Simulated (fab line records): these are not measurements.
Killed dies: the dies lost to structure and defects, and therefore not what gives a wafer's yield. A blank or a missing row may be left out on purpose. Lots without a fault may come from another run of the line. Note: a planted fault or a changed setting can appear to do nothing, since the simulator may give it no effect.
fab line records	flow sky130
record lots=5	wafers=23
route steps=708 shown VIA2@522 CAPM@539 METAL3@558 METAL4@601 VIA4@656
start_h: start of the lot's first displayed wafer, in hours after the record's first day	wait_h: time in hours since the lot's previous step	" unchanged from the row above	L1.1+2: several wafers, shown together as one row	- either no value or no given start	* or withheld: withheld	< > ~ a bound
route shown NAME@n: a module of which the file shows steps, and the number in the route of the first	usual: mean and standard deviation over wafers with no fault	same: alike in all rows	chamber/n: place in a boat	sites: the reading at each site	_std_site: standard deviation of those values	_edge_site: outer sites' mean less inner sites'	radius_mm: for every site, how far away it sits from the centre of the wafer	mask NAME#n: copy n	behind: the tool/chamber that last shaped the wafer	hold: cause of the lot's hold/its duration in hours/its outcome	device: the n, p or np transistor that did not switch	end of line: tests of these same wafers at the route's end	a step with no rows: only its recipe	killed: dies lost to structure and defects at the first sort, not the wafer's yield	map: a wafer's dies, marking killed ones x, the rest . and places with no die _
set.NAME: the setting as run; set.NAME@STEP: as run at that earlier step	model.NAME: the simulator's own value behind a step, which no gauge read
lots run with intentionally changed settings; tables by step, rows by wafer
## steps
# step SKY_VIA2_ETCH_15
# recipe target=SiO2	chemistry=C4F8/O2/Ar	target_depth_nm=546	stop_on=TiN	mask_material=KrF-thick	source_w=1500	bias_w=1200	pressure_mtorr=40	c4f8_flow_sccm=withheld	O2_flow_sccm=6	Ar_flow_sccm=300	time_s=84
lot.wafer	tool	chamber	start_h	wait_h	set.source_w	set.resist_thk_nm@VIA2_COAT_07	model.KrF-thick_of_VIA2_COAT_07.thk_nm
L074.1	rie_diel-02	3	841.28	0.0	1500	450	289.4
L074.2	"	0	"	"	1500	450	290.5
L074.5	"	3	"	"	1500	450	289.3
L077.2	rie_diel-03	3	871.04	0.0	1500	450	287.4
L077.3	"	1	"	"	1500	429.2	269.9
L077.4	"	3	"	"	1500	429.2	264.7
L077.5	"	0	"	"	1500	429.2	267.8
L077.6	"	1	"	"	1500	450	290.3
L078.1	rie_diel-03	3	873.84	0.0	1380	450	288.9
L078.3	"	1	"	"	1380	450	295.5
L078.4	"	3	"	"	1380	474.7	315.3
L078.5	"	1	"	"	1500	474.7	316
L078.6	"	0	"	"	1500	474.7	311.1
L080.1	rie_diel-02	0	892.64	0.0	1342	457.4	300
L080.2	"	1	"	"	1500	450	284
L080.3	"	3	"	"	1500	450	284.2
L080.5	"	3	"	"	1500	457.4	292.4
L080.6	"	1	"	"	1342	450	287.6
L084.1	rie_diel-03	2	939.84	0.0	1665	450	284.9
L084.2	"	1	"	"	1665	450	283.8
L084.3	"	3	"	"	1500	431.2	267
L084.4	"	0	"	"	1665	431.2	261.4
L084.6	"	1	"	"	1500	431.2	270.3
# step SKY_VIA2_STRIP_16
# recipe chemistry=O2/N2	power_w=1400	pressure_mtorr=1500	platen_temp_c=withheld	o2_flow_sccm=3000	n2_flow_sccm=300	overash_fraction=0.5
# usual strip_time_to_endpoint_s=4.07/0.041
lot.wafer	tool	chamber	start_h	wait_h	set.resist_thk_nm@VIA2_COAT_07	strip_time_to_endpoint_s
L074.1	plasma_asher-04	1	841.34	0.0	450	4.11
L074.2	"	0	"	"	450	4.14
L074.5	"	0	"	"	450	4.11
L077.2	plasma_asher-04	0	871.10	0.0	450	4.08
L077.3	"	1	"	"	429.2	3.90
L077.4	"	0	"	"	429.2	3.85
L077.5	"	1	"	"	429.2	3.89
L077.6	"	0	"	"	450	4.11
L078.1	plasma_asher-03	0	873.91	0.0	450	4.12
L078.3	"	0	"	"	450	4.19
L078.4	"	1	"	"	474.7	4.39
L078.5	"	1	"	"	474.7	4.38
L078.6	"	0	"	"	474.7	4.33
L080.1	plasma_asher-03	1	892.71	0.0	457.4	4.22
L080.2	"	0	"	"	450	4.04
L080.3	"	0	"	"	450	4.05
L080.5	"	1	"	"	457.4	4.15
L080.6	"	0	"	"	450	4.09
L084.1	plasma_asher-03	1	939.91	0.0	450	4.06
L084.2	"	0	"	"	450	4.04
L084.3	"	0	"	"	431.2	3.85
L084.4	"	1	"	"	431.2	3.81
L084.6	"	1	"	"	431.2	3.91
# step SKY_CAPM_SPUTTER_02
# recipe material=TiN	target_thk_nm=200	temp_c=300	power_w=6500	time_s=166.7	chamber_pressure_pa=0.4
lot.wafer	tool	chamber	start_h	wait_h	set.power_w	model.TiN_of_CAPM_SPUTTER_02.thk_nm
L074.1	pvd_sputter-01	-	842.84	0.1	6500	199.7
L074.2	"	-	"	"	6500	200.7
L074.5	"	-	"	"	6500	200.8
L077.2	pvd_sputter-01	-	872.73	0.0	6500	205.6
L077.3	"	-	"	"	5786	178.4
L077.4	"	-	"	"	6500	203.3
L077.5	"	-	"	"	5786	184.7
L077.6	"	-	"	"	6500	202.9
L078.1	pvd_sputter-01	-	875.54	0.1	6500	203.5
L078.3	"	-	"	"	5751	180.4
L078.4	"	-	"	"	5751	183.3
L078.5	"	-	"	"	6500	202.8
L078.6	"	-	"	"	5751	177.1
L080.1	pvd_sputter-01	-	894.21	0.1	6500	204.8
L080.2	"	-	"	"	6153	190.6
L080.3	"	-	"	"	6500	201.2
L080.5	"	-	"	"	6153	191.3
L080.6	"	-	"	"	6500	201.7
L084.1	pvd_sputter-01	-	941.41	0.1	7156	217.1
L084.2	"	-	"	"	6500	203.1
L084.3	"	-	"	"	6500	200.2
L084.4	"	-	"	"	7156	220.3
L084.6	"	-	"	"	6500	201.8
# step SKY_CAPM_RS_MEAS_03
# recipe thk_meas_gauge=four-point-probe	reads=TiN_of_CAPM_SPUTTER_02
# usual CAPM_TIN_RS=6.90/0.12
lot.wafer	tool	chamber	start_h	wait_h	set.power_w@CAPM_SPUTTER_02	CAPM_TIN_RS[ohm/sq]
L074.1	film_metro-01	-	842.95	0.1	6500	6.92
L074.2	"	-	"	"	6500	6.89
L074.5	"	-	"	"	6500	6.87
L077.2	film_metro-04	-	872.87	0.1	6500	6.72
L077.3	"	-	"	"	5786	7.76
L077.4	"	-	"	"	6500	6.80
L077.5	"	-	"	"	5786	7.50
L077.6	"	-	"	"	6500	6.82
L078.1	film_metro-01	-	875.65	0.1	6500	6.79
L078.3	"	-	"	"	5751	7.67
L078.4	"	-	"	"	5751	7.54
L078.5	"	-	"	"	6500	6.81
L078.6	"	-	"	"	5751	7.82
L080.1	film_metro-03	-	894.31	0.1	6500	6.74
L080.2	"	-	"	"	6153	7.26
L080.3	"	-	"	"	6500	6.86
L080.5	"	-	"	"	6153	7.21
L080.6	"	-	"	"	6500	6.86
L084.1	film_metro-03	-	941.52	0.1	7156	6.36
L084.2	"	-	"	"	6500	6.79
L084.3	"	-	"	"	6500	6.88
L084.4	"	-	"	"	7156	6.26
L084.6	"	-	"	"	6500	6.83
# step SKY_CAPM_THK_MEAS_04
# recipe thk_meas_gauge=xrf	reads=TiN_of_CAPM_SPUTTER_02
# usual CAPM_TIN_THK=202/3.3
lot.wafer	tool	chamber	start_h	wait_h	set.power_w@CAPM_SPUTTER_02	CAPM_TIN_THK[nm]
L074.1	film_metro-01	-	843.07	0.1	6500	201
L074.2	"	-	"	"	6500	203
L074.5	"	-	"	"	6500	203
L077.2	film_metro-04	-	872.98	0.1	6500	207
L077.3	"	-	"	"	5786	179
L077.4	"	-	"	"	6500	204
L077.5	"	-	"	"	5786	185
L077.6	"	-	"	"	6500	204
L078.1	film_metro-01	-	875.77	0.1	6500	205
L078.3	"	-	"	"	5751	182
L078.4	"	-	"	"	5751	185
L078.5	"	-	"	"	6500	205
L078.6	"	-	"	"	5751	179
L080.1	film_metro-03	-	894.43	0.1	6500	206
L080.2	"	-	"	"	6153	192
L080.3	"	-	"	"	6500	202
L080.5	"	-	"	"	6153	193
L080.6	"	-	"	"	6500	203
L084.1	film_metro-03	-	941.64	0.1	7156	218
L084.2	"	-	"	"	6500	204
L084.3	"	-	"	"	6500	201
L084.4	"	-	"	"	7156	222
L084.6	"	-	"	"	6500	203
# step SKY_CAPM_METAL_ETCH_13
# recipe target_depth_nm=220	stop_on=SiO2	chemistry=Cl2/BCl3	target=TiN	pressure_mtorr=10	icp_w=900	bias_w=48.5	Cl2_flow_sccm=60	bcl3_flow_sccm=30	time_s=62.9
lot.wafer	tool	chamber	start_h	wait_h	set.time_s	model.NOVOLAK_of_CAPM_COAT_07.thk_nm
L074.1	rie_metal-04	0	868.43	0.0	62.9	984.8
L074.2	"	1	"	"	62.9	987.8
L074.5	"	0	"	"	62.9	984.9
L077.2	rie_metal-02	0	898.51	0.0	62.9	993.6
L077.3	"	0	"	"	54.94	-
L077.4	"	1	"	"	54.94	1008
L077.5	"	0	"	"	62.9	-
L077.6	"	1	"	"	62.9	994.2
L078.1	rie_metal-01	1	900.61	0.0	68.69	982.6
L078.3	"	0	"	"	68.69	-
L078.4+6	"	1,0	"	"	62.9	-
L078.5	"	1	"	"	68.69	978.2
L080.1	rie_metal-04	1	919.86	0.0	62.9	994.4
L080.2+5	"	0	"	"	62.9	-
L080.3+6	"	1	"	"	62.9	997.1
L084.1	rie_metal-02	0	965.46	0.0	62.9	-
L084.2	"	1	"	"	69.27	973.8
L084.3	"	0	"	"	62.9	988.8
L084.4	"	1	"	"	69.27	-
L084.6	"	0	"	"	69.27	968.8
# step SKY_CAPM_STRIP_14
# recipe chemistry=O2/N2	power_w=1400	pressure_mtorr=1500	platen_temp_c=withheld	o2_flow_sccm=3000	n2_flow_sccm=300	overash_fraction=0.5
# usual strip_time_to_endpoint_s=12.64/0.051
lot.wafer	tool	chamber	start_h	wait_h	set.time_s@CAPM_METAL_ETCH_13	strip_time_to_endpoint_s
L074.1	plasma_asher-03	0	868.51	0.1	62.9	12.56
L074.2	"	1	"	"	62.9	12.59
L074.5	"	1	"	"	62.9	12.55
L077.2	plasma_asher-04	1	898.59	0.1	62.9	12.66
L077.3	"	0	"	"	54.94	12.80
L077.4	"	1	"	"	54.94	12.83
L077.5	"	0	"	"	62.9	12.67
L077.6	"	1	"	"	62.9	12.66
L078.1	plasma_asher-01	0	900.69	0.1	68.69	12.53
L078.3	"	0	"	"	68.69	12.49
L078.4	"	1	"	"	62.9	12.67
L078.5	"	1	"	"	68.69	12.49
L078.6	"	0	"	"	62.9	12.64
L080.1	plasma_asher-03	0	919.94	0.1	62.9	12.68
L080.2	"	1	"	"	62.9	12.66
L080.3	"	0	"	"	62.9	12.69
L080.5	"	0	"	"	62.9	12.67
L080.6	"	1	"	"	62.9	12.69
L084.1	plasma_asher-01	0	965.54	0.1	62.9	12.57
L084.2	"	1	"	"	69.27	12.43
L084.3	"	0	"	"	62.9	12.59
L084.4	"	1	"	"	69.27	12.42
L084.6	"	0	"	"	69.27	12.36
# step SKY_METAL3_COAT_08
# recipe resist=KrF-thick	spin_rpm=3000	resist_thk_nm=1140
lot.wafer	tool	chamber	start_h	wait_h	set.resist_thk_nm	model.KrF-thick_of_METAL3_COAT_08.thk_nm
L074.1	litho_track-03	0	-	-	1140	1138
L074.2	"	0	"	"	1140	1140
L074.5	"	0	"	"	1140	1137
L077.2	litho_track-04	0	-	-	1194	1189
L077.3	"	0	"	"	1194	1192
L077.4	"	0	"	"	1140	1135
L077.5	"	0	"	"	1140	1138
L077.6	"	0	"	"	1140	1136
L078.1+6	litho_track-04	0	-	-	1201	1200
L078.3	"	0	"	"	1140	1139
L078.4	"	0	"	"	1140	1137
L078.5	"	0	"	"	1140	1138
L080.1	litho_track-04	0	-	-	1140	1137
L080.2	"	0	"	"	1088	1088
L080.3	"	0	"	"	1088	1087
L080.5	"	0	"	"	1140	1138
L080.6	"	0	"	"	1140	1140
L084.1	litho_track-03	0	-	-	1140	1142
L084.2	"	0	"	"	1140	1140
L084.3	"	0	"	"	1140	1139
L084.4	"	0	"	"	1109	1105
L084.6	"	0	"	"	1109	1108
# step SKY_METAL3_METAL_ETCH_18
# recipe target_depth_a=8450	stop_on=SiO2	over_etch_frac=0.3	time_s=183.1	chemistry=Cl2/BCl3	resist_sidewall_deg=88	pressure_mtorr=10	icp_w=900	bias_w=48.5	Cl2_flow_sccm=60	bcl3_flow_sccm=30
lot.wafer	tool	chamber	start_h	wait_h	set.icp_w	set.resist_thk_nm@METAL3_COAT_08	model.KrF-thick_of_METAL3_COAT_08.thk_nm
L074.1	rie_metal-01	1	894.49	0.0	900	1140	540.8
L074.2	"	0	"	"	900	1140	539.1
L074.5	"	0	"	"	900	1140	535.6
L077.2	rie_metal-01	1	925.22	0.0	900	1194	586.6
L077.3	"	1	"	"	900	1194	587.6
L077.4	"	0	"	"	900	1140	534.3
L077.5	"	1	"	"	900	1140	534.9
L077.6	"	0	"	"	900	1140	536.3
L078.1	rie_metal-01	1	926.39	0.0	900	1201	603.2
L078.3	"	1	"	"	857.9	1140	567.5
L078.4	"	0	"	"	900	1140	544.8
L078.5	"	1	"	"	857.9	1140	561.7
L078.6	"	0	"	"	857.9	1201	626.1
L080.1	rie_metal-03	1	945.08	0.0	900	1140	529
L080.2	"	0	"	"	995.6	1088	437.5
L080.3	"	0	"	"	900	1088	478.6
L080.5	"	1	"	"	900	1140	525.2
L080.6	"	0	"	"	995.6	1140	482.6
L084.1	rie_metal-02	0	990.71	0.0	969.6	1140	480.8
L084.2	"	1	"	"	900	1140	514.6
L084.3	"	1	"	"	900	1140	514.5
L084.4	"	0	"	"	900	1109	479.9
L084.6	"	0	"	"	969.6	1109	444.3
# step SKY_METAL3_STRIP_19
# recipe chemistry=O2/N2	power_w=1400	pressure_mtorr=1500	platen_temp_c=withheld	o2_flow_sccm=3000	n2_flow_sccm=300	overash_fraction=0.5
# usual oes_product_au=0.504/0.0058	strip_time_to_endpoint_s=6.59/0.09
lot.wafer	tool	chamber	start_h	wait_h	set.resist_thk_nm@METAL3_COAT_08	set.icp_w@METAL3_METAL_ETCH_18	oes_product_au	strip_time_to_endpoint_s
L074.1	plasma_asher-03	0	894.67	0.1	1140	900	0.508	6.68
L074.2	"	1	"	"	1140	900	0.509	6.65
L074.5	"	1	"	"	1140	900	0.506	6.62
L077.2	plasma_asher-01	1	925.40	0.1	1194	900	0.527	7.13
L077.3	"	1	"	"	1194	900	0.526	7.14
L077.4	"	0	"	"	1140	900	0.505	6.60
L077.5	"	0	"	"	1140	900	0.499	6.61
L077.6	"	1	"	"	1140	900	0.510	6.63
L078.1	plasma_asher-02	1	926.57	0.1	1201	900	0.529	7.28
L078.3	"	1	"	"	1140	857.9	0.508	6.93
L078.4	"	0	"	"	1140	900	0.508	6.70
L078.5	"	1	"	"	1140	857.9	0.517	6.88
L078.6	"	0	"	"	1201	857.9	0.544	7.50
L080.1	plasma_asher-02	0	945.26	0.1	1140	900	0.498	6.55
L080.2	"	1	"	"	1088	995.6	0.459	5.63
L080.3	"	1	"	"	1088	900	0.476	6.05
L080.5	"	0	"	"	1140	900	0.500	6.51
L080.6	"	1	"	"	1140	995.6	0.479	6.09
L084.1	plasma_asher-01	1	990.89	0.1	1140	969.6	0.483	6.07
L084.2	"	0	"	"	1140	900	0.496	6.41
L084.3	"	0	"	"	1140	900	0.498	6.39
L084.4	"	1	"	"	1109	900	0.473	6.07
L084.6	"	0	"	"	1109	969.6	0.468	5.69
# step SKY_METAL4_SPUTTER_03
# recipe material=Ti	target_thk_nm=5	power_w=3000	time_s=3.3	chamber_pressure_pa=0.4
lot.wafer	tool	chamber	start_h	wait_h	set.time_s	model.Ti_of_METAL4_SPUTTER_03.thk_nm
L074.1	pvd_sputter-04	-	923.24	0.0	3.3	4.834
L074.2	"	-	"	"	3.3	4.94
L074.5	"	-	"	"	3.3	4.821
L077.2	pvd_sputter-04	-	952.88	0.0	3.719	5.632
L077.3	"	-	"	"	3.3	4.813
L077.4	"	-	"	"	3.719	5.526
L077.5	"	-	"	"	3.719	5.41
L077.6	"	-	"	"	3.3	4.992
L078.1	pvd_sputter-04	-	953.62	0.0	3.734	5.575
L078.3	"	-	"	"	3.734	5.627
L078.4	"	-	"	"	3.3	5.057
L078.5	"	-	"	"	3.3	5.11
L078.6	"	-	"	"	3.734	5.628
L080.1	pvd_sputter-01	-	972.73	0.0	3.149	4.615
L080.2	"	-	"	"	3.3	4.901
L080.3	"	-	"	"	3.149	4.619
L080.5	"	-	"	"	3.3	4.945
L080.6	"	-	"	"	3.3	4.935
L084.1	pvd_sputter-01	-	1017.85	0.0	3.3	5.105
L084.2	"	-	"	"	3.3	4.876
L084.3	"	-	"	"	3.3	5.024
L084.4	"	-	"	"	3.3	4.92
L084.6	"	-	"	"	3.3	4.9
# step SKY_METAL4_SPUTTER_04
# recipe material=TiN	target_thk_nm=70	power_w=6500	time_s=58.3	chamber_pressure_pa=0.4
lot.wafer	tool	chamber	start_h	wait_h	set.time_s	model.TiN_of_METAL4_SPUTTER_04.thk_nm
L074.1	pvd_sputter-04	-	923.26	0.0	58.3	68.92
L074.2	"	-	"	"	58.3	69.57
L074.5	"	-	"	"	58.3	69.33
L077.2+4	pvd_sputter-04	-	952.90	0.0	49.97	59.09
L077.3	"	-	"	"	49.97	58.55
L077.5	"	-	"	"	58.3	68.83
L077.6	"	-	"	"	58.3	69.7
L078.1	pvd_sputter-04	-	953.64	0.0	58.3	68.9
L078.3	"	-	"	"	58.3	69.59
L078.4	"	-	"	"	58.3	70.1
L078.5	"	-	"	"	58.3	69.01
L078.6	"	-	"	"	58.3	70.13
L080.1	pvd_sputter-01	-	972.75	0.0	58.3	69.12
L080.2	"	-	"	"	53.96	64.44
L080.3	"	-	"	"	53.96	65.16
L080.5	"	-	"	"	53.96	64.65
L080.6	"	-	"	"	58.3	69.28
L084.1	pvd_sputter-01	-	1017.87	0.0	60.77	74.08
L084.2	"	-	"	"	60.77	75.09
L084.3	"	-	"	"	58.3	71.36
L084.4	"	-	"	"	60.77	73.49
L084.6	"	-	"	"	58.3	71.7
# step SKY_METAL4_METAL_ETCH_18
# recipe target_depth_a=8450	stop_on=SiO2	over_etch_frac=0.3	time_s=183.1	chemistry=Cl2/BCl3	resist_sidewall_deg=88	pressure_mtorr=10	icp_w=900	bias_w=48.5	Cl2_flow_sccm=60	bcl3_flow_sccm=30
lot.wafer	tool	chamber	start_h	wait_h	set.time_s	model.KrF-thick_of_METAL4_COAT_08.thk_nm
L074.1	rie_metal-04	1	973.35	0.0	183.1	523.3
L074.2	"	0	"	"	183.1	516.9
L074.5	"	1	"	"	183.1	519.6
L077.2+3+4+5	rie_metal-01	1,1,0,1	1002.18	0.0	183.1	-
L077.6	"	0	"	"	183.1	530.7
L078.1+3	rie_metal-03	0,1	1002.40	0.0	158.8	-
L078.4	"	0	"	"	183.1	536.2
L078.5	"	0	"	"	158.8	610.6
L078.6	"	1	"	"	183.1	-
L080.1	rie_metal-03	1	1018.60	0.0	183.1	536.9
L080.2	"	0	"	"	203.1	-
L080.3+5	"	0	"	"	183.1	-
L080.6	"	1	"	"	203.1	479.5
L084.1	rie_metal-01	1	1062.40	0.0	183.1	546.7
L084.2	"	0	"	"	159.1	617.2
L084.3	"	0	"	"	183.1	543.1
L084.4	"	1	"	"	183.1	547.8
L084.6	"	1	"	"	159.1	620.9
# step SKY_METAL4_STRIP_19
# recipe chemistry=O2/N2	power_w=1400	pressure_mtorr=1500	platen_temp_c=withheld	o2_flow_sccm=3000	n2_flow_sccm=300	overash_fraction=0.5
# usual oes_product_au=0.506/0.0054	strip_time_to_endpoint_s=6.63/0.076
lot.wafer	tool	chamber	start_h	wait_h	set.time_s@METAL4_METAL_ETCH_18	oes_product_au	strip_time_to_endpoint_s
L074.1	plasma_asher-03	1	973.53	0.1	183.1	0.501	6.50
L074.2	"	0	"	"	183.1	0.496	6.44
L074.5	"	0	"	"	183.1	0.493	6.47
L077.2	plasma_asher-01	1	1002.36	0.1	183.1	0.508	6.70
L077.3	"	1	"	"	183.1	0.510	6.74
L077.4	"	0	"	"	183.1	0.503	6.61
L077.5	"	0	"	"	183.1	0.505	6.71
L077.6	"	1	"	"	183.1	0.505	6.58
L078.1	plasma_asher-03	0	1002.58	0.1	158.8	0.541	7.45
L078.3	"	1	"	"	158.8	0.533	7.37
L078.4	"	0	"	"	183.1	0.505	6.62
L078.5	"	1	"	"	158.8	0.544	7.36
L078.6	"	0	"	"	183.1	0.501	6.69
L080.1	plasma_asher-01	0	1018.78	0.1	183.1	0.504	6.62
L080.2	"	1	"	"	203.1	0.481	6.01
L080.3	"	0	"	"	183.1	0.504	6.56
L080.5	"	0	"	"	183.1	0.499	6.55
L080.6	"	1	"	"	203.1	0.478	6.06
L084.1	plasma_asher-04	1	1062.62	0.2	183.1	0.516	6.72
L084.2	"	0	"	"	159.1	0.540	7.43
L084.3	"	1	"	"	183.1	0.515	6.68
L084.4	"	0	"	"	183.1	0.518	6.76
L084.6	"	0	"	"	159.1	0.543	7.45
# step SKY_VIA4_SPUTTER_17
# recipe material=TiN	target_thk_nm=20	chamber_pressure_pa=5	power_w=4000	time_s=80
lot.wafer	tool	chamber	start_h	wait_h	set.chamber_pressure_pa	model.TiN_of_VIA4_SPUTTER_17.thk_nm
L074.1	pvd_sputter-01	-	998.92	0.0	5	19.81
L074.2	"	-	"	"	5	20.11
L074.5	"	-	"	"	5	20.5
L077.2	pvd_sputter-03	-	1025.59	0.0	4.409	22.61
L077.3	"	-	"	"	4.409	22.07
L077.4+5	"	-	"	"	4.409	22.08
L077.6	"	-	"	"	4.409	22.6
L078.1	pvd_sputter-04	-	1026.85	0.0	4.422	22.3
L078.3	"	-	"	"	4.422	22.76
L078.4	"	-	"	"	4.422	22.27
L078.5	"	-	"	"	4.422	22.79
L078.6	"	-	"	"	4.422	22.29
L080.1	pvd_sputter-03	-	1044.18	0.0	5.412	18.66
L080.2	"	-	"	"	5.412	18.14
L080.3	"	-	"	"	5.412	18.38
L080.5	"	-	"	"	5.412	18.05
L080.6	"	-	"	"	5.412	18.33
L084.1	pvd_sputter-01	-	1085.96	0.0	4.272	22.75
L084.2+6	"	-	"	"	4.272	23.21
L084.3	"	-	"	"	4.272	22.87
L084.4	"	-	"	"	4.272	22.81
## key
split step=SKY_VIA2_ETCH_15	setting=source_w	stated=1500	by=wafer
response none clear
split step=SKY_CAPM_SPUTTER_02	setting=power_w	stated=6500	by=wafer
response step=SKY_CAPM_SPUTTER_02	reading=model.TiN_of_CAPM_SPUTTER_02.thk_nm	change=+1.94	per=1%	r=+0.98
response step=SKY_CAPM_RS_MEAS_03	reading=CAPM_TIN_RS	change=-0.0704	per=1%	r=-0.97
response step=SKY_CAPM_THK_MEAS_04	reading=CAPM_TIN_THK	change=+1.97	per=1%	r=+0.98
split step=SKY_CAPM_METAL_ETCH_13	setting=time_s	stated=62.9	by=wafer
response step=SKY_CAPM_METAL_ETCH_13	reading=model.NOVOLAK_of_CAPM_COAT_07.thk_nm	change=-1.34	per=1%	r=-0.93
response step=SKY_CAPM_STRIP_14	reading=strip_time_to_endpoint_s	change=*	per=1%	r=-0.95
split step=SKY_METAL3_COAT_08	setting=resist_thk_nm	stated=1140	by=wafer
response step=SKY_METAL3_COAT_08	reading=model.KrF-thick_of_METAL3_COAT_08.thk_nm	change=+11.5	per=1%	r=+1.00
response step=SKY_METAL3_STRIP_19	reading=oes_product_au	change=+0.00522	per=1%	r=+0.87
response step=SKY_METAL3_STRIP_19	reading=strip_time_to_endpoint_s	change=*	per=1%	r=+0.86
response step=SKY_METAL3_METAL_ETCH_18	reading=model.KrF-thick_of_METAL3_COAT_08.thk_nm	slope=+11.1	per=1%	together_with=icp_w@METAL3_METAL_ETCH_18	explained=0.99
split step=SKY_METAL3_METAL_ETCH_18	setting=icp_w	stated=900	by=wafer
response step=SKY_METAL3_METAL_ETCH_18	reading=model.KrF-thick_of_METAL3_COAT_08.thk_nm	slope=-4.23	per=1%	together_with=resist_thk_nm@METAL3_COAT_08	explained=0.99
response step=SKY_METAL3_STRIP_19	reading=strip_time_to_endpoint_s	slope=*	per=1%	together_with=resist_thk_nm@METAL3_COAT_08	explained=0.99
split step=SKY_METAL4_SPUTTER_03	setting=time_s	stated=3.3	by=wafer
response step=SKY_METAL4_SPUTTER_03	reading=model.Ti_of_METAL4_SPUTTER_03.thk_nm	change=+0.0457	per=1%	r=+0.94
split step=SKY_METAL4_SPUTTER_04	setting=time_s	stated=58.3	by=wafer
response step=SKY_METAL4_SPUTTER_04	reading=model.TiN_of_METAL4_SPUTTER_04.thk_nm	change=+0.694	per=1%	r=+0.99
split step=SKY_METAL4_METAL_ETCH_18	setting=time_s	stated=183.1	by=wafer
response step=SKY_METAL4_METAL_ETCH_18	reading=model.KrF-thick_of_METAL4_COAT_08.thk_nm	change=-5.54	per=1%	r=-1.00
response step=SKY_METAL4_STRIP_19	reading=oes_product_au	change=-0.00228	per=1%	r=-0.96
response step=SKY_METAL4_STRIP_19	reading=strip_time_to_endpoint_s	change=*	per=1%	r=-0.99
split step=SKY_VIA4_SPUTTER_17	setting=chamber_pressure_pa	stated=5	by=lot
response step=SKY_VIA4_SPUTTER_17	reading=model.TiN_of_VIA4_SPUTTER_17.thk_nm	change=-0.203	per=1%	r=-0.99
split outside_this_file step=SKY_VIA2_COAT_07 setting=resist_thk_nm
# split outside_this_file: this setting was split too, and the file shows its column; the key of that split is in another file
